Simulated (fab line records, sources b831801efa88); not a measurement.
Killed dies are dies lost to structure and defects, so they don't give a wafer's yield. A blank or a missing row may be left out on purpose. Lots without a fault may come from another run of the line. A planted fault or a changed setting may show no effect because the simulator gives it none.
Which tool did it? | flow sfq_line | 13 lots, 39 wafers sampled, at 5 steps of a route of 325

WHAT THE GAUGES READ, wafer by wafer
SFQ_R5_RS_MEAS_933: measures by four-point-probe. Usual: R5_MONX_RS 7.05 ohm/sq, standard deviation 0.087.
lot  | measured     | on            | R5_MONX_RS (ohm/sq) | flag
L818 | day 49 22:19 | film_metro-01 | 7.10 7.09 7.09      |
L819 | day 52 22:53 | film_metro-03 | 7.17 7.15 7.08      |
L820 | day 52 23:46 | film_metro-01 | 6.99 7.01 7.04      |
L827 | day 54 07:32 | film_metro-01 | 6.86 6.98 6.97      |
L829 | day 55 04:29 | film_metro-02 | 6.96 5.63 7.00      | OFF
L833 | day 57 22:59 | film_metro-03 | 7.09 7.14 7.05      |
L834 | day 58 04:56 | film_metro-01 | 7.10 7.16 7.08      |
L835 | day 58 10:56 | film_metro-02 | 7.09 7.07 7.19      |
L836 | day 58 14:10 | film_metro-02 | 6.98 7.00 6.99      |
L837 | day 64 08:19 | film_metro-03 | 6.98 6.93 7.02      |
L838 | day 64 11:53 | film_metro-03 | 7.11 6.99 7.12      |
L839 | day 64 19:05 | film_metro-03 | 7.10 7.03 7.05      |
L840 | day 64 21:31 | film_metro-02 | 7.08 7.09 7.07      |

SFQ_R5_THK_MEAS_934: measures by xrf. Usual: R5_MONX_THK 40.7 nm, standard deviation 0.53.
lot  | measured     | on            | R5_MONX_THK (nm) | flag
L818 | day 49 22:26 | film_metro-01 | 40.2 40.5 40.5   |
L819 | day 52 23:00 | film_metro-03 | 39.7 40.1 40.5   |
L820 | day 52 23:53 | film_metro-01 | 41.1 41.2 41.0   |
L827 | day 54 07:40 | film_metro-01 | 41.6 41.0 41.0   |
L829 | day 55 04:36 | film_metro-02 | 41.1 51.7 41.0   | OFF
L833 | day 57 23:06 | film_metro-03 | 40.9 40.7 40.8   |
L834 | day 58 05:03 | film_metro-01 | 40.2 39.8 40.6   |
L835 | day 58 11:03 | film_metro-02 | 40.5 40.6 39.8   |
L836 | day 58 14:16 | film_metro-02 | 41.0 40.9 41.2   |
L837 | day 64 08:26 | film_metro-03 | 41.3 41.8 41.5   |
L838 | day 64 12:00 | film_metro-03 | 40.9 41.3 40.5   |
L839 | day 64 19:12 | film_metro-03 | 40.6 41.1 41.2   |
L840 | day 64 21:38 | film_metro-02 | 40.5 40.3 40.5   |

WHICH TOOL RAN EACH LOT (tool, then ch and the chambers of the sampled wafers, then the start)
lot  | SFQ_TRILAYER_I3_DEP_PECVD_081   | SFQ_TRILAYER_R5_DEP_SPUTTER_133 | SFQ_TRILAYER_R5_DEP_SPUTTER_134
L818 | pecvd-02 ch 0,1,2, day 30 23:04 | pvd_sputter-03, day 49 22:15    | pvd_sputter-03, day 49 22:19
L819 | pecvd-02 ch 0,2, day 39 06:14   | pvd_sputter-03, day 52 22:49    | pvd_sputter-03, day 52 22:52
L820 | pecvd-02 ch 0,2, day 39 11:10   | pvd_sputter-06, day 52 23:41    | pvd_sputter-06, day 52 23:45
L827 | pecvd-02 ch 1,2, day 47 04:33   | pvd_sputter-05, day 54 07:28    | pvd_sputter-05, day 54 07:31
L829 | pecvd-03 ch 0,1,2, day 48 08:16 | pvd_sputter-06, day 55 04:24    | pvd_sputter-06, day 55 04:27
L833 | pecvd-04 ch 0,1,2, day 49 14:52 | pvd_sputter-03, day 57 22:53    | pvd_sputter-03, day 57 22:57
L834 | pecvd-04 ch 0,1, day 49 20:52   | pvd_sputter-03, day 58 04:52    | pvd_sputter-03, day 58 04:55
L835 | pecvd-03 ch 1,2, day 50 07:22   | pvd_sputter-03, day 58 10:52    | pvd_sputter-03, day 58 10:55
L836 | pecvd-03 ch 0,1,2, day 50 13:22 | pvd_sputter-06, day 58 14:04    | pvd_sputter-06, day 58 14:07
L837 | pecvd-03 ch 0,1,2, day 50 21:42 | pvd_sputter-03, day 64 08:14    | pvd_sputter-03, day 64 08:18
L838 | pecvd-02 ch 2, day 51 05:52     | pvd_sputter-05, day 64 11:48    | pvd_sputter-05, day 64 11:51
L839 | pecvd-03 ch 0,1,2, day 51 12:16 | pvd_sputter-03, day 64 19:00    | pvd_sputter-03, day 64 19:03
L840 | pecvd-02 ch 1,2, day 51 13:18   | pvd_sputter-05, day 64 21:26    | pvd_sputter-05, day 64 21:30
- SFQ_TRILAYER_I3_DEP_PECVD_081: deposits SiO2 from SiH4/N2O, time 111.11 s, target thk 500 nm.
- SFQ_TRILAYER_R5_DEP_SPUTTER_133: material MoNx, target thk 40 nm, time 66.7 s.
- SFQ_TRILAYER_R5_DEP_SPUTTER_134: material Ti, target thk 5 nm, time 5 s.

WHAT THE TOOLS THEMSELVES READ (means of the sampled wafers that have a number; where no wafer has one, the mark that the record gives instead)
SFQ_TRILAYER_I3_DEP_PECVD_081. Usual: chamber_pressure_Torr 2.400 Torr, standard deviation 0.0053; heater_power_outer_w 32 W, standard deviation 9.6; heater_power_w 86 W, standard deviation 16; throttle_valve_pct 24.8 %, standard deviation 1.5.
lot  | tool     | chamber_pressure_Torr (Torr) | heater_power_outer_w (W) | heater_power_w (W) | throttle_valve_pct (%) | flag
L818 | pecvd-02 | 2.399                        | 33                       | 88                 | 25.2                   |
L819 | pecvd-02 | 2.404                        | 33                       | 85                 | 24.9                   |
L820 | pecvd-02 | 2.401                        | 28                       | 78                 | 24.8                   |
L827 | pecvd-02 | 2.401                        | 34                       | 93                 | 26.0                   |
L829 | pecvd-03 | 2.400                        | 31                       | 85                 | 25.4                   |
L833 | pecvd-04 | 2.400                        | 33                       | 92                 | 23.9                   |
L834 | pecvd-04 | 2.405                        | 37                       | 93                 | 23.1                   |
L835 | pecvd-03 | 2.403                        | 33                       | 86                 | 26.5                   |
L836 | pecvd-03 | 2.403                        | 31                       | 83                 | 25.6                   |
L837 | pecvd-03 | 2.396                        | 30                       | 82                 | 25.8                   |
L838 | pecvd-02 | 2.400                        | 29                       | 78                 | 24.9                   |
L839 | pecvd-03 | 2.400                        | 33                       | 84                 | 25.6                   |
L840 | pecvd-02 | 2.402                        | 30                       | 85                 | 26.3                   |

SFQ_TRILAYER_R5_DEP_SPUTTER_133. Usual: throttle_valve_pct 30.2 %, standard deviation 0.8.
lot  | tool           | throttle_valve_pct (%) | flag
L818 | pvd_sputter-03 | 30.6                   |
L819 | pvd_sputter-03 | 30.7                   |
L820 | pvd_sputter-06 | 29.4                   |
L827 | pvd_sputter-05 | 29.9                   |
L829 | pvd_sputter-06 | 30.1                   |
L833 | pvd_sputter-03 | 30.4                   |
L834 | pvd_sputter-03 | 30.4                   |
L835 | pvd_sputter-03 | 30.4                   |
L836 | pvd_sputter-06 | 29.9                   |
L837 | pvd_sputter-03 | 30.9                   |
L838 | pvd_sputter-05 | 30.0                   |
L839 | pvd_sputter-03 | 30.6                   |
L840 | pvd_sputter-05 | 29.7                   |

SFQ_TRILAYER_R5_DEP_SPUTTER_134. Usual: throttle_valve_pct 30.2 %, standard deviation 0.8.
lot  | tool           | throttle_valve_pct (%) | flag
L818 | pvd_sputter-03 | 30.6                   |
L819 | pvd_sputter-03 | 30.5                   |
L820 | pvd_sputter-06 | 29.2                   |
L827 | pvd_sputter-05 | 30.0                   |
L829 | pvd_sputter-06 | 30.3                   |
L833 | pvd_sputter-03 | 30.3                   |
L834 | pvd_sputter-03 | 30.4                   |
L835 | pvd_sputter-03 | 30.3                   |
L836 | pvd_sputter-06 | 29.6                   |
L837 | pvd_sputter-03 | 30.7                   |
L838 | pvd_sputter-05 | 30.0                   |
L839 | pvd_sputter-03 | 30.5                   |
L840 | pvd_sputter-05 | 29.5                   |

THE ANSWER, worked out from the rows above alone
Rule: a lot is off if the mean of its wafers that have a number lies more than 3 standard deviations from the usual mean. A lot without any number at a reading at which 4 lots or more have one is off too. The other lots that the step has rows for count as sound. The gauges are gone through in route order, then the tools' own readings, and for those a lot's mean is taken as printed above. The first step at which some lot is off is used, and at that step the reading that is off furthest; a lot without a number counts as furthest.
Off: L829, at SFQ_R5_RS_MEAS_933 (R5_MONX_RS).
A tool fits if, at a process step before that reading, it ran every lot that is off, and no sound lot after the first of them. The gauges at SFQ_R5_RS_MEAS_933 are tried like those tools. None of those tried fits.

WHAT THE SIMULATOR HAD PUT IN
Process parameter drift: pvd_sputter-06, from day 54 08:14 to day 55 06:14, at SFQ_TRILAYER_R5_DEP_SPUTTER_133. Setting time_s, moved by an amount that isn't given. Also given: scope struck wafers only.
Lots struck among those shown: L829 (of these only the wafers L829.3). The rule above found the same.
